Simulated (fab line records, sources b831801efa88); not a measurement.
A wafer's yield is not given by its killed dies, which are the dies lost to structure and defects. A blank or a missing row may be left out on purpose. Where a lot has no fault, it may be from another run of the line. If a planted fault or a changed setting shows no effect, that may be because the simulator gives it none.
Which tool was responsible? + flow sky130 + 12 lots with 36 wafers sampled at 5 steps, on a route of 708 steps

## WHAT THE GAUGES SHOWED, per wafer
Not one reading of a measure or inspect step in the record can be checked against a usual standard deviation.

## WHICH TOOL RAN EACH LOT (tool, then ch and the chambers of the sampled wafers, then the start)
| lot  | SKY_METAL2_METAL_ETCH_19         | SKY_VIA4_SPUTTER_17         | SKY_VIA4_CVD_18              | SKY_METAL5_SPUTTER_00       | SKY_PAD_OPEN_PROBE_99   |
|------|----------------------------------|-----------------------------|------------------------------|-----------------------------|-------------------------|
| L450 | rieMetal-01 ch 0,1, day 35 05:27 | pvdSputter-03, day 42 18:41 | cvdW-02 ch 0,1, day 42 18:47 | pvdSputter-03, day 42 19:22 | prober-02, day 45 17:37 |
| L451 | rieMetal-03 ch 0,1, day 36 06:12 | pvdSputter-01, day 43 17:44 | cvdW-01 ch 0,1, day 43 17:52 | pvdSputter-02, day 43 18:42 | prober-01, day 46 14:08 |
| L453 | rieMetal-01 ch 0,1, day 36 07:49 | pvdSputter-01, day 43 19:44 | cvdW-01 ch 0,1, day 43 19:47 | pvdSputter-02, day 43 20:25 | prober-01, day 46 15:35 |
| L454 | rieMetal-03 ch 0,1, day 36 18:49 | pvdSputter-03, day 44 04:00 | cvdW-01 ch 0,1, day 44 04:07 | pvdSputter-04, day 44 04:42 | prober-02, day 46 23:43 |
| L455 | rieMetal-02 ch 0,1, day 37 03:08 | pvdSputter-03, day 44 09:55 | cvdW-02 ch 1, day 44 09:59   | pvdSputter-04, day 44 10:43 | prober-01, day 47 04:14 |
| L456 | rieMetal-01 ch 0,1, day 37 14:56 | pvdSputter-01, day 45 00:45 | cvdW-02 ch 0,1, day 45 00:52 | pvdSputter-04, day 45 01:27 | prober-01, day 47 19:35 |
| L458 | rieMetal-01 ch 0,1, day 38 05:26 | pvdSputter-03, day 45 09:17 | cvdW-01 ch 0,1, day 45 09:20 | pvdSputter-04, day 45 09:58 | prober-02, day 48 01:54 |
| L460 | rieMetal-03 ch 1, day 38 14:52   | pvdSputter-01, day 45 18:16 | cvdW-02 ch 0,1, day 45 18:20 | pvdSputter-03, day 45 18:58 | prober-01, day 48 09:50 |
| L466 | rieMetal-01 ch 0,1, day 40 12:28 | pvdSputter-03, day 47 08:29 | cvdW-01 ch 0,1, day 47 08:32 | pvdSputter-02, day 47 09:10 | prober-02, day 49 19:42 |
| L467 | rieMetal-01 ch 0,1, day 40 18:44 | pvdSputter-03, day 47 12:41 | cvdW-01 ch 0,1, day 47 12:44 | pvdSputter-04, day 47 13:22 | prober-01, day 49 23:48 |
| L470 | rieMetal-03 ch 0,1, day 41 12:37 | pvdSputter-01, day 48 02:47 | cvdW-02 ch 0,1, day 48 02:52 | pvdSputter-03, day 48 03:29 | prober-02, day 50 11:23 |
| L472 | rieMetal-02 ch 0,1, day 42 16:43 | pvdSputter-03, day 49 03:11 | cvdW-02 ch 0,1, day 49 03:16 | pvdSputter-04, day 49 03:53 | prober-01, day 51 08:02 |
- SKY_METAL2_METAL_ETCH_19: etches the open film in Cl2/BCl3, stops on SiO2, target depth 360 nm, time 78 s.
- SKY_VIA4_SPUTTER_17: material TiN, target thk 20 nm, time 80 s.
- SKY_VIA4_CVD_18: deposits W, target thk 505 nm, time 152.14 s.
- SKY_METAL5_SPUTTER_00: material Ti, target thk 15 nm, time 10 s.
- SKY_PAD_OPEN_PROBE_99

## WHAT THE TOOLS THEMSELVES READ (means of the sampled wafers that have a number; where no wafer has one, the mark that the record gives instead)
SKY_METAL2_METAL_ETCH_19. Usual: drypumpMotorCurrentA 5.8 A, standard deviation 0.58; oesProductAu 0.855 a.u., standard deviation 0.0051; throttleValvePct 22.264 %, standard deviation 0.009.
| lot  | tool        | drypumpMotorCurrentA (A) | oesProductAu (a.u.) | throttleValvePct (%) | flag |
|------|-------------|--------------------------|---------------------|----------------------|------|
| L450 | rieMetal-01 | 6.4                      | 0.852               | 22.260               |      |
| L451 | rieMetal-03 | 6.0                      | 0.857               | 22.268               |      |
| L453 | rieMetal-01 | 6.3                      | 0.857               | 22.264               |      |
| L454 | rieMetal-03 | 6.0                      | 0.854               | 22.265               |      |
| L455 | rieMetal-02 | 5.1                      | 0.854               | 22.261               |      |
| L456 | rieMetal-01 | 6.4                      | 0.857               | 22.263               |      |
| L458 | rieMetal-01 | 6.4                      | 0.852               | 22.262               |      |
| L460 | rieMetal-03 | 5.9                      | 0.853               | 22.254               |      |
| L466 | rieMetal-01 | 6.4                      | 0.855               | 22.268               |      |
| L467 | rieMetal-01 | 6.4                      | 0.854               | 22.267               |      |
| L470 | rieMetal-03 | 6.0                      | 0.865               | 22.260               |      |
| L472 | rieMetal-02 | 5.1                      | 0.862               | 22.265               |      |

SKY_VIA4_SPUTTER_17. Usual: throttleValvePct reads 30.2 % (standard deviation 0.97).
| lot  | tool          | throttleValvePct (%) | flag |
|------|---------------|----------------------|------|
| L450 | pvdSputter-03 | 30.5                 |      |
| L451 | pvdSputter-01 | 30.7                 |      |
| L453 | pvdSputter-01 | 30.3                 |      |
| L454 | pvdSputter-03 | 31.6                 |      |
| L455 | pvdSputter-03 | 30.1                 |      |
| L456 | pvdSputter-01 | 30.3                 |      |
| L458 | pvdSputter-03 | 30.8                 |      |
| L460 | pvdSputter-01 | 29.9                 |      |
| L466 | pvdSputter-03 | 30.7                 |      |
| L467 | pvdSputter-03 | 30.2                 |      |
| L470 | pvdSputter-01 | 30.7                 |      |
| L472 | pvdSputter-03 | 30.7                 |      |

SKY_VIA4_CVD_18. Usual: heaterPowerW reads 908 W (standard deviation 59).
| lot  | tool    | heaterPowerW (W) | flag |
|------|---------|------------------|------|
| L450 | cvdW-02 | 850              |      |
| L451 | cvdW-01 | 935              |      |
| L453 | cvdW-01 | 930              |      |
| L454 | cvdW-01 | 952              |      |
| L455 | cvdW-02 | 837              |      |
| L456 | cvdW-02 | 865              |      |
| L458 | cvdW-01 | 936              |      |
| L460 | cvdW-02 | 859              |      |
| L466 | cvdW-01 | 957              |      |
| L467 | cvdW-01 | 969              |      |
| L470 | cvdW-02 | 858              |      |
| L472 | cvdW-02 | 850              |      |

SKY_METAL5_SPUTTER_00. Usual: throttleValvePct reads 30.3 % (standard deviation 0.89).
| lot  | tool          | throttleValvePct (%) | flag |
|------|---------------|----------------------|------|
| L450 | pvdSputter-03 | 29.7                 |      |
| L451 | pvdSputter-02 | 29.8                 |      |
| L453 | pvdSputter-02 | 30.2                 |      |
| L454 | pvdSputter-04 | 30.2                 |      |
| L455 | pvdSputter-04 | 29.4                 |      |
| L456 | pvdSputter-04 | 30.9                 |      |
| L458 | pvdSputter-04 | 30.1                 |      |
| L460 | pvdSputter-03 | 29.5                 |      |
| L466 | pvdSputter-02 | 29.9                 |      |
| L467 | pvdSputter-04 | 30.9                 |      |
| L470 | pvdSputter-03 | 30.7                 |      |
| L472 | pvdSputter-04 | 30.3                 |      |

SKY_PAD_OPEN_PROBE_99. Usual: defectLimitedYield 82.6 %, standard deviation 2.1; killed_at_M0_to_M3 44, standard deviation 7.5; killed_at_M4_up 3.1, standard deviation 1.7; killedAtContacts 24, standard deviation 6.2; killedAtFrontEnd 15, standard deviation 4.2; killedAtOther 0.4, standard deviation 0.58; killedDies 85, standard deviation 10; killedOnRim 17, standard deviation 4; killedOpen 47, standard deviation 7.7; killedShort 38, standard deviation 6.4; sort_bin_3_pad_short 0.8 %, standard deviation 0.41; sort_bin_5_function 10.3 %, standard deviation 1.7; sort_bin_6_memory 6.2 %, standard deviation 1.1; sortNPass 407, standard deviation 10; sortYieldPct 82.6 %, standard deviation 2.1.
| lot  | tool      | defectLimitedYield (%) | killed_at_M0_to_M3 | killed_at_M4_up | killedAtContacts | killedAtFrontEnd | killedAtOther | killedDies | killedOnRim | killedOpen | killedShort | sort_bin_3_pad_short (%) | sort_bin_5_function (%) | sort_bin_6_memory (%) | sortNPass | sortYieldPct (%) | flag |
|------|-----------|------------------------|--------------------|-----------------|------------------|------------------|---------------|------------|-------------|------------|-------------|--------------------------|-------------------------|-----------------------|-----------|------------------|------|
| L450 | prober-02 | 83.2                   | 45                 | 3.3             | 23               | 11               | 0.0           | 83         | 15          | 54         | 29          | 0.8                      | 9.3                     | 6.7                   | 409       | 83.2             |      |
| L451 | prober-01 | 83.6                   | 42                 | 2.0             | 19               | 17               | 0.7           | 81         | 11          | 42         | 38          | 0.5                      | 8.8                     | 7.0                   | 411       | 83.6             |      |
| L453 | prober-01 | 81.6                   | 46                 | 2.3             | 26               | 16               | 0.7           | 91         | 19          | 53         | 37          | 1.3                      | 11.0                    | 6.2                   | 401       | 81.6             |      |
| L454 | prober-02 | 81.8                   | 45                 | 4.0             | 25               | 14               | 1.0           | 89         | 18          | 52         | 38          | 1.1                      | 11.3                    | 5.7                   | 403       | 81.8             |      |
| L455 | prober-01 | 84.7                   | 28                 | 4.0             | 24               | 18               | 1.0           | 75         | 12          | 42         | 32          | 0.7                      | 9.2                     | 5.4                   | 417       | 84.7             |      |
| L456 | prober-01 | 82.5                   | 43                 | 3.3             | 18               | 21               | 0.3           | 86         | 16          | 46         | 39          | 0.7                      | 11.1                    | 5.8                   | 406       | 82.5             |      |
| L458 | prober-02 | 82.2                   | 42                 | 4.7             | 29               | 11               | 0.0           | 87         | 15          | 47         | 40          | 0.4                      | 11.3                    | 6.0                   | 405       | 82.2             |      |
| L460 | prober-01 | 81.6                   | 41                 | 2.0             | 34               | 13               | 0.3           | 91         | 19          | 57         | 33          | 1.1                      | 10.9                    | 6.5                   | 401       | 81.6             |      |
| L466 | prober-02 | 79.1                   | 63                 | 1.7             | 23               | 15               | 0.3           | 103        | 26          | 41         | 42          | 1.9                      | 11.9                    | 7.1                   | 389       | 79.1             |      |
| L467 | prober-01 | 80.7                   | 52                 | 3.3             | 23               | 15               | 0.3           | 95         | 21          | 44         | 42          | 1.3                      | 11.5                    | 6.4                   | 397       | 80.7             |      |
| L470 | prober-02 | 82.6                   | 48                 | 3.3             | 20               | 13               | 0.7           | 86         | 15          | 45         | 40          | 1.0                      | 9.0                     | 7.4                   | 406       | 82.6             |      |
| L472 | prober-01 | 83.1                   | 47                 | 2.3             | 21               | 13               | 0.7           | 83         | 23          | 49         | 35          | 0.4                      | 10.1                    | 6.4                   | 409       | 83.1             |      |

## THE ANSWER, worked out from the rows above alone
Rule: a lot is off if the mean of its wafers that have a number lies more than 3 standard deviations from the usual mean. A lot without any number at a reading at which 4 lots or more have one is off too. All remaining lots with rows at the step are treated as sound. Order of review: gauges by route order, followed by the tools' own readings, for which a lot's mean as printed above is used. The first step at which some lot is off is used, and at that step the reading that is off furthest; a lot without a number counts as furthest.
Across all readings shown, no lot is off: no conclusion can be drawn from this.

## WHAT THE SIMULATOR HAD INSERTED
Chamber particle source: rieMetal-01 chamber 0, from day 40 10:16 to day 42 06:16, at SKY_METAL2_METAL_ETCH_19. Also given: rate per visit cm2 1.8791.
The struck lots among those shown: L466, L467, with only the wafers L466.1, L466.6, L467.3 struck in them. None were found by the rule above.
